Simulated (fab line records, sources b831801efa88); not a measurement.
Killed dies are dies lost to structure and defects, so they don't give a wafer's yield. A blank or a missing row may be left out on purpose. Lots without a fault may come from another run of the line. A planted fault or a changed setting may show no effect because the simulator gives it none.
fab line records | flow sky130
record lots=5 wafers=15 last_day=50
route steps=708 shown DNWELL@42 PWDE@45 NWELL@56
lots that met no fault: from a run of the same line without faults
start_h: hours from the record's first day to the start of the lot's first wafer shown | wait_h: hours since the lot's step before | " the same as in the row above | L1.1+2: a row that stands for several wafers | - no value, or no start given | * or withheld: withheld | < > ~ a bound
route shown NAME@n: a module of which the file shows steps, and the number in the route of the first | usual: mean/standard deviation of fault-free wafers | same: alike in all rows | chamber/n: place in a boat | sites: the reading at each site | _std_site: their standard deviation | _edge_site: outer sites' mean less inner sites' | radius_mm: how far each site lies from the wafer's centre | mask NAME#n: copy n | behind: the tool/chamber that last shaped the wafer | hold: why the lot was held/for how many hours/how that ended | device: the transistor (n, p or np) that didn't switch | end of line: the same wafers' tests at the end of the route | a step without rows: its recipe alone | killed: dies lost to structure and defects at the first sort, not the wafer's yield | map: a wafer's dies, x killed, . not, _ none there
set.NAME: the setting as run; set.NAME@STEP: as run at that earlier step | model.NAME: the simulator's own value behind a step, which no gauge read
lots at some steps of the route; a table a step, a row a wafer
services: from which hour (start_h, from the record's first day; less than 0 if before it) a tool's chamber was out of use, for how many hours, and why
## steps
# step SKY_DNWELL_IMPLANT_07
# recipe species=P energy_kev=withheld dose_cm2=withheld tilt_deg=withheld
# step SKY_DNWELL_STRIP_08
# recipe chemistry=O2/N2 power_w=1400 pressure_mtorr=1500 platen_temp_c=withheld o2_flow_sccm=3000 n2_flow_sccm=300 overash_fraction=0.5
# usual drypump_motor_current_A=5.7/0.56 oes_product_au=0.723/0.0044 strip_time_to_endpoint_s=36.94/0.12
# columns lot.wafer tool chamber start_h wait_h drypump_motor_current_A oes_product_au rf_hours_counter_h strip_time_to_endpoint_s
L771.1 plasma_asher-04 1 71.67 0.1 5.1 0.721 40 37.10
L771.2 " 0 " " 5.1 0.729 40 37.02
L771.5 " 0 " " 5.1 0.725 - 37.13
L772.2 plasma_asher-01 1 80.19 0.1 5.4 0.719 38 37.05
L772.3 " 1 " " 5.4 0.733 - 37.05
L772.4 " 0 " " 6.1 0.724 - 36.93
L780.1 plasma_asher-04 0 119.99 0.1 5.1 0.723 0 36.86
L780.3 " 1 " " 5.1 0.723 - 36.82
L780.5 " 0 " " 5.1 0.718 - 36.85
L784.1 plasma_asher-04 0 149.27 0.1 5.1 0.726 3 36.75
L784.2 " 1 " " 5.1 0.717 3 36.81
L784.3 " 0 " " 5.1 0.722 - 36.78
L787.1 plasma_asher-02 0 160.59 0.1 6.4 0.726 47 36.66
L787.2 " 1 " " 6.3 0.723 47 36.75
L787.5 " 1 " " 6.3 0.726 - 36.64
# step SKY_DNWELL_TW_MEAS_09
# usual DNWELL_TW=1112/7.9
# columns lot.wafer tool chamber start_h wait_h DNWELL_TW
L771.1 film_metro-04 - 71.77 0.1 1112
L771.2 " - " " 1118
L771.5 " - " " 1113
L772.2 film_metro-03 - 80.30 0.1 1108
L772.3 " - " " 1113
L772.4 " - " " 1115
L780.1 film_metro-02 - 120.09 0.1 1108
L780.3 " - " " 1113
L780.5 " - " " 1115
L784.1 film_metro-03 - 149.37 0.1 1105
L784.2 " - " " 1110
L784.3 " - " " 1112
L787.1 film_metro-04 - 160.69 0.1 1128
L787.2 " - " " 1130
L787.5 " - " " 1129
# step SKY_PWDE_DEHYDRATE_00
# recipe temp_c=200 time_s=60
# step SKY_PWDE_HMDS_01
# recipe prime_time_s=60 prime_temp_c=120
# step SKY_PWDE_COAT_02
# recipe spin_rpm=2000 resist_thk_nm=3000
# step SKY_PWDE_SOFTBAKE_03
# recipe temp_c=110 time_s=withheld
# step SKY_PWDE_EXPOSE_04
# recipe mask_id=PWDEM na=0.6 source_shape=conventional sigma_outer=0.6 polarization=unpolarized target_cd_nm=840 dose_mj=214
# step SKY_PWDE_PEB_05
# recipe temp_c=115 time_s=withheld
# step SKY_PWDE_DEVELOP_06
# recipe wall_angle_deg=90 developer=TMAH develop_time_s=60 dev_temp_c=23
# step SKY_PWDE_OVL_MEAS_07
# usual PWDE_OVL=-2.2/1.4
# columns lot.wafer tool chamber start_h wait_h PWDE_OVL[nm]
L771.1 overlay-02 - 88.47 - -1.9
L771.2 " - " " -2.0
L771.5 " - " " -1.5
L772.2 overlay-01 - 96.87 - -1.3
L772.3 " - " " -1.5
L772.4 " - " " -1.5
L780.1 overlay-01 - 138.59 - -4.6
L780.3 " - " " -3.9
L780.5 " - " " -3.9
L784.1 overlay-02 - 169.92 - -2.8
L784.2 " - " " -2.4
L784.3 " - " " -2.4
L787.1 overlay-01 - 182.17 - -1.9
L787.2 " - " " -2.7
L787.5 " - " " -3.7
# step SKY_PWDE_IMPLANT_08
# recipe species=B energy_kev=150 dose_cm2=3.6e+12 tilt_deg=withheld
# step SKY_PWDE_STRIP_09
# recipe chemistry=O2/N2 power_w=1400 pressure_mtorr=1500 platen_temp_c=withheld o2_flow_sccm=3000 n2_flow_sccm=300 overash_fraction=0.5
# usual drypump_motor_current_A=5.4/0.41 oes_product_au=0.723/0.0046 strip_time_to_endpoint_s=36.95/0.089
# columns lot.wafer tool chamber start_h wait_h drypump_motor_current_A oes_product_au rf_hours_counter_h strip_time_to_endpoint_s model.coat_of_PWDE_COAT_02.thk_nm
L771.1 plasma_asher-01 0 88.65 0.1 6.1 0.725 39 36.94 0
L771.2 " 1 " " 5.4 0.731 39 36.87 0
L771.5 " 1 " " 5.4 0.726 - 36.87 0
L772.2 plasma_asher-04 0 97.05 0.1 5.1 0.726 43 37.22 0
L772.3 " 0 " " 5.1 0.725 - 37.12 0
L772.4 " 1 " " 5.1 0.721 - 37.04 0
L780.1 plasma_asher-01 0 138.77 0.1 6.1 0.946 44 - 1268
L780.3 " 1 " " 5.4 0.949 - - 1266
L780.5 " 1 " " 5.4 0.938 - - 1263
L784.1 plasma_asher-03 0 170.10 0.1 5.0 0.724 35 37.00 0
L784.2 " 1 " " 5.9 0.724 35 36.96 0
L784.3 " 0 " " 5.0 0.725 - 37.04 0
L787.1 plasma_asher-03 1 182.36 0.1 5.8 0.725 36 36.99 0
L787.2 " 0 " " 5.0 0.726 36 37.06 0
L787.5 " 0 " " 5.0 0.728 - 37.05 0
# step SKY_PWDE_TW_MEAS_10
# usual PWDE_TW=374.7/2.5
# columns lot.wafer tool chamber start_h wait_h PWDE_TW
L771.1 film_metro-03 - 88.75 0.1 374.6
L771.2 " - " " 373.5
L771.5 " - " " 372.6
L772.2 film_metro-03 - 97.16 0.1 374.8
L772.3 " - " " 376.4
L772.4 " - " " 375.0
L780.1 film_metro-04 - 138.87 0.1 378.1
L780.3 " - " " 376.5
L780.5 " - " " 375.8
L784.1 film_metro-04 - 170.20 0.1 376.6
L784.2 " - " " 378.4
L784.3 " - " " 376.1
L787.1 film_metro-02 - 182.46 0.1 375.1
L787.2 " - " " 373.8
L787.5 " - " " 374.2
# step SKY_NWELL_DEHYDRATE_03
# recipe temp_c=200 time_s=60
# step SKY_NWELL_HMDS_04
# recipe prime_time_s=60 prime_temp_c=120
# step SKY_NWELL_COAT_05
# recipe spin_rpm=2000 resist_thk_nm=3000
# step SKY_NWELL_SOFTBAKE_06
# recipe temp_c=110 time_s=withheld
# step SKY_NWELL_EXPOSE_07
# recipe mask_id=NWM na=0.6 source_shape=conventional sigma_outer=0.6 polarization=unpolarized target_cd_nm=840 dose_mj=255
# step SKY_NWELL_PEB_08
# recipe temp_c=115 time_s=withheld
# step SKY_NWELL_DEVELOP_09
# recipe wall_angle_deg=90 developer=TMAH develop_time_s=60 dev_temp_c=23
# step SKY_NWELL_OVL_MEAS_10
# usual NWELL_00_OVL=-1.1/1.5
# columns lot.wafer tool chamber start_h wait_h NWELL_00_OVL[nm]
L771.1 overlay-01 - 104.77 - -1.0
L771.2 " - " " -0.3
L771.5 " - " " -1.5
L772.2 overlay-02 - 114.32 - -1.1
L772.3 " - " " 3.7
L772.4 " - " " -0.3
L780.1 overlay-02 - 158.55 - -3.2
L780.3 " - " " -4.1
L780.5 " - " " -4.7
L784.1 overlay-02 - 191.16 - -2.4
L784.2 " - " " -0.9
L784.3 " - " " -0.3
L787.1 overlay-02 - 203.97 - 3.4
L787.2 " - " " -0.9
L787.5 " - " " -1.1
# step SKY_NWELL_IMPLANT_11
# recipe species=P energy_kev=400 dose_cm2=1.9e+13 tilt_deg=withheld
# step SKY_NWELL_IMPLANT_12
# recipe species=P energy_kev=120 dose_cm2=1.3e+12 tilt_deg=withheld
# step SKY_NWELL_IMPLANT_13
# recipe species=P energy_kev=50 dose_cm2=7e+11 tilt_deg=withheld
# step SKY_NWELL_STRIP_14
# recipe chemistry=O2/N2 power_w=1400 pressure_mtorr=1500 platen_temp_c=withheld o2_flow_sccm=3000 n2_flow_sccm=300 overash_fraction=0.5
# usual drypump_motor_current_A=5.8/0.48 oes_product_au=0.722/0.0044 strip_time_to_endpoint_s=36.98/0.1
# columns lot.wafer tool chamber start_h wait_h drypump_motor_current_A oes_product_au rf_hours_counter_h strip_time_to_endpoint_s
L771.1 plasma_asher-01 0 105.25 0.1 6.1 0.723 40 36.89
L771.2 " 1 " " 5.4 0.709 40 37.03
L771.5 " 1 " " 5.4 0.721 - 36.99
L772.2 plasma_asher-02 0 114.80 0.1 6.4 0.723 43 36.99
L772.3 " 1 " " 6.3 0.720 - 37.03
L772.4 " 0 " " 6.4 0.726 - 36.99
L780.1 plasma_asher-01 1 159.03 0.1 5.4 0.727 46 55.57
L780.3 " 1 " " 5.4 0.728 - 55.58
L780.5 " 0 " " 6.1 0.724 - 55.67
L784.1 plasma_asher-03 0 191.65 0.1 5.0 0.721 37 37.00
L784.2 " 1 " " 5.8 0.721 37 37.09
L784.3 " 1 " " 5.8 0.718 - 37.10
L787.1 plasma_asher-02 0 204.45 0.1 6.4 0.721 52 37.22
L787.2 " 1 " " 6.3 0.718 52 37.03
L787.5 " 1 " " 6.3 0.721 - 37.08
# step SKY_NWELL_TW_MEAS_15
# usual NWELL_TW=1822/10
# columns lot.wafer tool chamber start_h wait_h hold NWELL_TW
L771.1 film_metro-02 - 105.40 0.1 - 1816
L771.2 " - " " - 1802
L771.5 " - " " - 1807
L772.2 film_metro-04 - 114.91 0.1 - 1832
L772.3 " - " " - 1824
L772.4 " - " " - 1837
L780.1 film_metro-02 - 159.13 0.1 await_dispo/0.2h/release 30
L780.3 " - " " await_dispo/0.2h/release 30
L780.5 " - " " await_dispo/0.2h/release 30
L780.1 film_metro-02 - 159.36 0.2 - 30
L780.3 " - " " - 30
L780.5 " - " " - 30
L784.1 film_metro-04 - 191.75 0.1 - 1831
L784.2 " - " " - 1831
L784.3 " - " " - 1832
L787.1 film_metro-04 - 204.55 0.1 - 1826
L787.2 " - " " - 1829
L787.5 " - " " - 1834
## services
# columns tool chamber start_h hours kind
plasma_asher-04 - 108.75 9.0 pm
plasma_asher-04 0 108.75 9.0 vent_cycle
plasma_asher-04 1 108.75 9.0 vent_cycle
plasma_asher-04 0 117.75 - clean
plasma_asher-04 1 117.75 - clean
plasma_asher-03 - 162.50 0.8 repair
plasma_asher-01 - 180.68 1.0 repair
plasma_asher-01 - 190.72 5.4 repair
plasma_asher-01 - 193.62 7.4 repair
## key
first_sign step=SKY_PWDE_STRIP_09 reading=oes_product_au direction=up sigmas=48 usual=0.723 struck=0.944
effect step=SKY_NWELL_STRIP_14 reading=strip_time_to_endpoint_s direction=up sigmas=99+ usual=* struck=*
effect step=SKY_NWELL_TW_MEAS_15 reading=visit direction=added
effect step=SKY_NWELL_TW_MEAS_15 reading=NWELL_TW direction=down sigmas=99+ usual=1822 struck=30
model_effect step=SKY_PWDE_STRIP_09 value=coat_of_PWDE_COAT_02.thk_nm without=0 struck=1266
met_at SKY_PWDE_STRIP_09
struck_wafers L780.1,L780.3,L780.5
scrapped_behind SKY_NWELL_TW_MEAS_15 L780.1,L780.3,L780.5
onset_between 88.65 138.77
fault kind=strip_aborted tool=plasma_asher-01 chamber=- onset_h=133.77 steps=SKY_PWDE_STRIP_09 offset=0.67375 end_h=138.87
